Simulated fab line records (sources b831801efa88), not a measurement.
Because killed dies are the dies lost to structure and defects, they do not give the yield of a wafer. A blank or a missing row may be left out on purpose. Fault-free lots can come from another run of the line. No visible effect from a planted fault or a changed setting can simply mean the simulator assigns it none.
A struck lot beside a sound one	flow sfq_line	41 steps out of a route of 325
Sound: the wafers L832.1, L832.2, L832.3. Struck: wafers L845.1, L845.3, L845.5. The cause comes at the end.
Each step with rows lists, per side, the tool, then ch with its chambers, then its first start. Under that, the readings that differ: sound wafers	struck wafers	difference of the means	sigmas: that difference in standard deviations of wafers without a fault.
alike: same words and numbers on both sides, and readings whose means sit less than 2 such deviations apart. not compared: any withheld reading, any reading some wafer has no value for, any bound like >300 that may hide the same value, and any number with overlapping values for which the record gives no deviation.
The two part at a step that has a row with sigmas, a row that says differs or no value, or rows on one side only. Numbers that have no deviation but don't overlap get no sigmas and don't part them. Lack of a reading on every wafer of one side parts them only where that side has two or more wafers.

SFQ_C5_OVL_MEAS_937:
  sound on overlay-01 at day 70 13:01; struck on overlay-01 at day 79 14:20
reading	sound	struck	difference	sigmas
C5_OVL (nm)	-5 -7 -8	14 12 13	+20	+4
SFQ_TRILAYER_C5_BARC_OPEN_VIA_ETCH_210: etches BARC in O2, target depth 125 nm, time 41.7 s.
  sound on rie_diel-02 ch 0,1,2, day 70 13:02; struck on rie_diel-04 ch 1,3, day 79 14:23
  alike: drypump_motor_current_A, oes_product_au
  not compared: rf_hours_counter_h
then, 1 step without rows for these wafers: SFQ_TRILAYER_C5_ETCH_VIA_ETCH_154 (etches SiO2 in CHF3, stops on Nb, target depth 84 nm).
SFQ_TRILAYER_C5_STRIP_STRIP_155: strips in O2.
  sound on rie_metal-01 ch 0,1, day 70 13:08; struck on rie_metal-01 ch 0, day 79 14:28
  alike: drypump_motor_current_A, oes_product_au, platen_temp_c
  not compared: rf_hours_counter_h
then, 3 steps without rows for these wafers: SFQ_TRILAYER_C5_STRIP_SOLV_CLEAN_156 (cleans in NMP, time 600 s); SFQ_TRILAYER_M6_DEP_PRE_CLEAN_158 (time 22.5 s); SFQ_TRILAYER_M6_DEP_SPUTTER_157 (material Nb, target thk 200 nm, time 133.3 s).
SFQ_M6_RS_MEAS_938: the measuring method here is four-point-probe.
  sound on film_metro-04 at day 70 14:02; struck on film_metro-04 at day 79 15:22
  alike: M6_NB_RS
then, 3 steps without rows for these wafers: SFQ_TRILAYER_M6_LITHO_COAT_164 (resist thk 62 nm); SFQ_TRILAYER_M6_LITHO_COAT_159 (resist thk 600 nm); SFQ_TRILAYER_M6_LITHO_SOFTBAKE_163.
-- the record jumps here: 4 days lie between the struck wafers' starts before and after --
SFQ_TRILAYER_M6_LITHO_EXPOSE_160: exposes mask M6, target cd 500 nm.
  sound on krf_scanner-02 ch 0, day 76 00:11; struck on krf_scanner-01 ch 0, day 83 16:59
reading	sound	struck	difference	sigmas
exposure_dose_mJ_cm2	14.409 14.410 14.385	12.652 12.631 12.626	-1.765	-99 or more
  alike: mask
then, 2 steps without rows for these wafers: SFQ_TRILAYER_M6_LITHO_PEB_162 (peb time 58.65 s); SFQ_TRILAYER_M6_LITHO_DEVELOP_161 (time 60 s).
SFQ_M6_OVL_MEAS_940:
  sound on overlay-02 at day 76 01:41; struck on overlay-01 at day 83 18:29
  alike: M6_OVL
SFQ_TRILAYER_M6_BARC_OPEN_METAL_ETCH_206: etches BARC in O2, target depth 125 nm, time 41.7 s.
  sound on rie_metal-03 ch 0, day 76 01:44; struck on rie_metal-01 ch 0,1, day 83 18:32
reading	sound	struck	difference	sigmas
drypump_motor_current_A (A)	6.33 6.34 6.32	5.63 5.64 5.87	-0.62	-2
model.M6.cd_nm (nm)	503.4 503.5 504.1	523.4 523 522.7	+19.4	
  alike: oes_product_au
  not compared: rf_hours_counter_h
SFQ_TRILAYER_M6_ETCH_METAL_ETCH_162: etches Nb in Cl2/Ar, stops on SiO2, target depth 240 nm, time 120 s.
  sound on rie_metal-03 ch 0, day 76 01:51; struck on rie_metal-01 ch 0,1, day 83 18:35
reading	sound	struck	difference	sigmas
model.M6.cd_nm (nm)	507.1 505.4 507	523.5 523.3 522	+16.4	
  alike: drypump_motor_current_A, oes_product_au
  not compared: rf_hours_counter_h
then, 2 steps without rows for these wafers: SFQ_TRILAYER_M6_STRIP_STRIP_163 (strips in O2); SFQ_TRILAYER_M6_STRIP_SOLV_CLEAN_164 (cleans in NMP, time 600 s).
SFQ_TRILAYER_I6_DEP_PECVD_165: deposits SiO2 from SiH4/N2O, time 111.11 s, target thk 500 nm.
  sound on pecvd-04 ch 0,1,2, day 76 03:28; struck on pecvd-03 ch 0,2, day 83 19:29
  alike: heater_power_w, susceptor_temp_C, throttle_valve_pct
SFQ_TRILAYER_I6_CMP_CMP_166: polishes SiO2.
  sound on cmp-02 ch 0,1,3, day 76 03:33; struck on cmp-02 ch 0,1,2, day 83 21:10
  alike: motor_current_A, retaining_ring_pressure_frac, time_to_endpoint_s
SFQ_I6_BOW_MEAS_941:
  sound on film_metro-03 at day 76 06:33; struck on film_metro-03 at day 83 23:10
  alike: I6_BOW
then, 7 steps without rows for these wafers: SFQ_TRILAYER_I6_METRO_MEASURE_167; SFQ_TRILAYER_I6_VIA_LITHO_COAT_174 (resist thk 62 nm); SFQ_TRILAYER_I6_VIA_LITHO_COAT_169 (resist thk 650 nm); SFQ_TRILAYER_I6_VIA_LITHO_SOFTBAKE_173; SFQ_TRILAYER_I6_VIA_LITHO_EXPOSE_170 (exposes mask I6, target cd 700 nm); SFQ_TRILAYER_I6_VIA_LITHO_PEB_172 (peb time 60 s); SFQ_TRILAYER_I6_VIA_LITHO_DEVELOP_171 (time 60 s).
-- the record jumps here: 4 days lie between the struck wafers' starts before and after --
SFQ_I6_OVL_MEAS_942:
  sound on overlay-01 at day 80 04:37; struck on overlay-01 at day 88 05:35
  alike: I6_OVL
then, 2 steps without rows for these wafers: SFQ_TRILAYER_I6_VIA_BARC_OPEN_VIA_ETCH_235 (etches BARC in O2, target depth 125 nm, time 43.26 s); SFQ_TRILAYER_I6_VIA_ETCH_VIA_ETCH_172 (etches SiO2 in CHF3, stops on Nb, target depth 260 nm).
SFQ_TRILAYER_I6_VIA_STRIP_STRIP_173: strips in O2.
  sound on rie_metal-04 ch 0,1, day 80 04:49; struck on rie_metal-04 ch 0,1, day 88 05:47
  alike: drypump_motor_current_A, oes_product_au, platen_temp_c
  not compared: rf_hours_counter_h
then, 3 steps without rows for these wafers: SFQ_TRILAYER_I6_VIA_STRIP_SOLV_CLEAN_174 (cleans in NMP, time 600 s); SFQ_TRILAYER_M7_DEP_PRE_CLEAN_176 (time 22.5 s); SFQ_TRILAYER_M7_DEP_SPUTTER_175 (material Nb, target thk 200 nm, time 133.3 s).
SFQ_M7_RS_MEAS_943: the measuring method here is four-point-probe.
  sound on film_metro-03 at day 80 05:42; struck on film_metro-03 at day 88 06:41
  alike: M7_NB_RS
then, 3 steps without rows for these wafers: SFQ_TRILAYER_M7_LITHO_COAT_182 (resist thk 62 nm); SFQ_TRILAYER_M7_LITHO_COAT_177 (resist thk 600 nm); SFQ_TRILAYER_M7_LITHO_SOFTBAKE_181.
-- the record jumps here: 8 days lie between the struck wafers' starts before and after --
SFQ_M8_BOW_MEAS_951:
  sound on film_metro-02 at day 89 11:49; struck on film_metro-04 at day 95 22:08
reading	sound	struck	difference	sigmas
model.etest.m6.ohm_um	1.739 1.774 1.758	1.676 1.67 1.681	-0.081	
  alike: M8_BOW

== WHERE THEY PART ==
At SFQ_C5_OVL_MEAS_937 first; at SFQ_TRILAYER_M6_BARC_OPEN_METAL_ETCH_206 last (within this record only). Later steps at which nothing parts them and some readings are alike: SFQ_TRILAYER_M6_ETCH_METAL_ETCH_162, SFQ_TRILAYER_I6_DEP_PECVD_165, SFQ_TRILAYER_I6_CMP_CMP_166, SFQ_I6_BOW_MEAS_941, SFQ_I6_OVL_MEAS_942, SFQ_TRILAYER_I6_VIA_STRIP_STRIP_173, SFQ_M7_RS_MEAS_943, SFQ_M8_BOW_MEAS_951.

WHY: whatever the simulator had introduced
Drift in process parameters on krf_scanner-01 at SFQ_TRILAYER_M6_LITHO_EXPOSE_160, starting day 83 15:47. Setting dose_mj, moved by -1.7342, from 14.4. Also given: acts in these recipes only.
